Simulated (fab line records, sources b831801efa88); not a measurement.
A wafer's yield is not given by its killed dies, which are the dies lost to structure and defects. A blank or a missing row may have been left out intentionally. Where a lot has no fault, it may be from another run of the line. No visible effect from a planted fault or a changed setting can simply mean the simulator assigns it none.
What tool caused it? ; flow sky130 ; 12 lots with 36 wafers sampled at 5 steps, on a route of 708 steps

WHAT EACH GAUGE READ, for each wafer
SKY_NWELL_RS_MEAS_29: measurement is done with a four-point probe.
lot;measured;on;NWELL_RS (ohm/sq)
L124;day 5 13:53;filmMetro-02;624.8 622.8 625.4
L126;day 6 04:44;filmMetro-01;621.2 621.6 619.2
L128;day 6 16:19;filmMetro-03;624.3 626.3 624.9
L132;day 7 14:37;filmMetro-03;623.7 621.0 621.7
L133;day 7 21:19;filmMetro-03;622.0 622.0 621.3
L134;day 8 03:19;filmMetro-01;621.7 619.4 620.4
L135;day 8 08:46;filmMetro-01;622.3 624.4 624.4
L136;day 8 15:02;filmMetro-02;623.8 624.7 623.3
L143;day 10 09:31;filmMetro-03;623.1 621.9 622.7
L145;day 11 03:28;filmMetro-03;624.6 624.2 624.8
L146;day 11 04:23;filmMetro-03;622.7 621.4 621.9
L147;day 11 10:34;filmMetro-01;623.5 623.6 624.5

SKY_VT_ADJUST_HVTP_CD_MEAS_07 targets a cd of 380 nm.
lot;measured;on;cdNm (nm)
L124;day 6 10:01;cdSem-02;382.3 382.2 380.4
L126;day 7 00:55;cdSem-02;376.1 377.8 377.8
L128;day 7 13:25;cdSem-01;381.4 381.6 380.1
L132;day 8 13:14;cdSem-02;381.2 383.6 381.9
L133;day 8 19:14;cdSem-01;378.1 379.7 377.9
L134;day 9 01:47;cdSem-02;378.3 379.7 378.8
L135;day 9 07:22;cdSem-02;382.6 383.7 382.2
L136;day 9 13:49;cdSem-01;378.0 379.0 379.7
L143;day 11 09:16;cdSem-02;379.4 378.7 380.5
L145;day 12 03:34;cdSem-01;379.2 376.5 377.7
L146;day 12 04:08;cdSem-01;375.8 378.8 376.0
L147;day 12 10:38;cdSem-01;377.8 377.1 378.5

SKY_VT_ADJUST_PCH_TW_MEAS_10.
lot;measured;on;VT_ADJUST_PCH_TW
L124;day 11 01:45;filmMetro-02;146.2 146.5 147.4
L126;day 11 19:45;filmMetro-02;146.3 146.3 146.2
L128;day 12 09:49;filmMetro-04;143.2 142.8 143.3
L132;day 13 12:16;filmMetro-04;143.7 143.6 143.8
L133;day 13 21:36;filmMetro-01;141.8 142.0 141.8
L134;day 14 03:11;filmMetro-02;171.9 171.0 170.0
L135;day 14 10:50;filmMetro-04;167.2 167.2 168.0
L136;day 14 16:56;filmMetro-02;170.4 171.5 171.2
L143;day 17 02:15;filmMetro-02;144.8 145.4 144.5
L145;day 17 20:42;filmMetro-01;141.1 141.5 141.4
L146;day 17 22:14;filmMetro-02;144.7 144.8 144.6
L147;day 18 10:37;filmMetro-02;144.8 144.9 145.4

WHAT TOOL EACH LOT RAN ON (gives the tool, then ch and the chambers of the sampled wafers, and finally the start)
lot;SKY_VT_ADJUST_HVTR_STRIP_10;SKY_VT_ADJUST_PCH_IMPLANT_08
L124;plasmaAsher-04 ch 0,1, day 10 01:54;implanter-01 ch 0, day 11 01:31
L126;plasmaAsher-04 ch 0,1, day 10 19:43;implanter-02 ch 0, day 11 19:30
L128;plasmaAsher-02 ch 0,1, day 11 09:34;implanter-02 ch 0, day 12 09:37
L132;plasmaAsher-02 ch 0,1, day 12 10:51;implanter-02 ch 0, day 13 12:02
L133;plasmaAsher-02 ch 0,1, day 12 19:24;implanter-03 ch 0, day 13 21:21
L134;plasmaAsher-02 ch 0,1, day 13 00:58;implanter-02 ch 0, day 14 02:56
L135;plasmaAsher-04 ch 0,1, day 13 08:13;implanter-02 ch 0, day 14 10:35
L136;plasmaAsher-02 ch 0,1, day 13 13:55;implanter-02 ch 0, day 14 16:41
L143;plasmaAsher-02 ch 0,1, day 15 22:13;implanter-01 ch 0, day 17 02:00
L145;plasmaAsher-01 ch 1, day 16 14:54;implanter-03 ch 0, day 17 20:27
L146;plasmaAsher-01 ch 0,1, day 16 16:52;implanter-03 ch 0, day 17 22:00
L147;plasmaAsher-04 ch 0,1, day 17 04:22;implanter-02 ch 0, day 18 10:23
- SKY_VT_ADJUST_HVTR_STRIP_10: strips in O2/N2.
- SKY_VT_ADJUST_PCH_IMPLANT_08

WHAT THE TOOLS THEMSELVES READ (means of the sampled wafers that have a number; where no wafer has one, the mark that the record gives instead)
SKY_VT_ADJUST_HVTR_STRIP_10.
lot;tool;drypumpMotorCurrentA (A);n2FlowSccm (sccm);oesProductAu (a.u.);stripTimeToEndpointS (s)
L124;plasmaAsher-04;5.94;299.4;0.716;14.16
L126;plasmaAsher-04;5.86;300.5;0.719;14.15
L128;plasmaAsher-02;5.89;299.4;0.715;14.16
L132;plasmaAsher-02;5.90;299.4;0.715;14.11
L133;plasmaAsher-02;5.89;300.2;0.715;14.15
L134;plasmaAsher-02;5.89;301.2;0.717;14.15
L135;plasmaAsher-04;5.85;300.2;0.715;14.20
L136;plasmaAsher-02;5.90;301.3;0.719;14.20
L143;plasmaAsher-02;5.89;299.5;0.712;14.22
L145;plasmaAsher-01;5.75;300.9;0.712;14.21
L146;plasmaAsher-01;5.66;300.6;0.715;14.14
L147;plasmaAsher-04;5.84;300.5;0.716;14.18

SKY_VT_ADJUST_PCH_IMPLANT_08.
lot;tool;doseIonsCm2;faradayCurrentUA
L124;implanter-01;4.997e+11;2.81
L126;implanter-02;4.998e+11;2.82
L128;implanter-02;5.008e+11;2.81
L132;implanter-02;4.990e+11;2.86
L133;implanter-03;5.004e+11;2.80
L134;implanter-02;9.169e+11;5.21
L135;implanter-02;9.166e+11;5.08
L136;implanter-02;9.155e+11;5.20
L143;implanter-01;5.002e+11;2.77
L145;implanter-03;5.002e+11;2.81
L146;implanter-03;5.001e+11;2.80
L147;implanter-02;5.000e+11;2.77

THE ANSWER, worked out from the rows above alone
Rule: what is usual is taken from the lots themselves. Put in order of their means at a reading, lots are off if they are a third of the lots or fewer, leave a main group of 4 or more, and stand apart from it by a gap of 3 or more times the standard deviation of the main group's means; of several such gaps the widest counts. If all means in a main group match to the digits the tables above print for the reading, that group is not used. A lot without any number at a reading at which 4 lots or more have one is off too. Any other lot the step has rows for is counted as sound. First the gauges in route order, then the tools' own readings, where a lot's mean is used as printed above. The first step at which some lot is off is used, and at that step the reading that is off furthest; a lot without a number counts as furthest.
Off: at SKY_VT_ADJUST_PCH_TW_MEAS_10 (VT_ADJUST_PCH_TW), L134, L135, L136. The main group has a mean of 144.2 with a standard deviation of 1.7.
A tool fits if, at a process step before that reading, it ran every lot that is off, and no sound lot after the first of them. The gauges at SKY_VT_ADJUST_PCH_TW_MEAS_10 aren't tried: what is off there is off at SKY_VT_ADJUST_PCH_IMPLANT_08 too, on other tools, and a gauge's error can't cause that. Not one of the candidates tried fits.

WHAT HAD BEEN PUT IN BY THE SIMULATOR
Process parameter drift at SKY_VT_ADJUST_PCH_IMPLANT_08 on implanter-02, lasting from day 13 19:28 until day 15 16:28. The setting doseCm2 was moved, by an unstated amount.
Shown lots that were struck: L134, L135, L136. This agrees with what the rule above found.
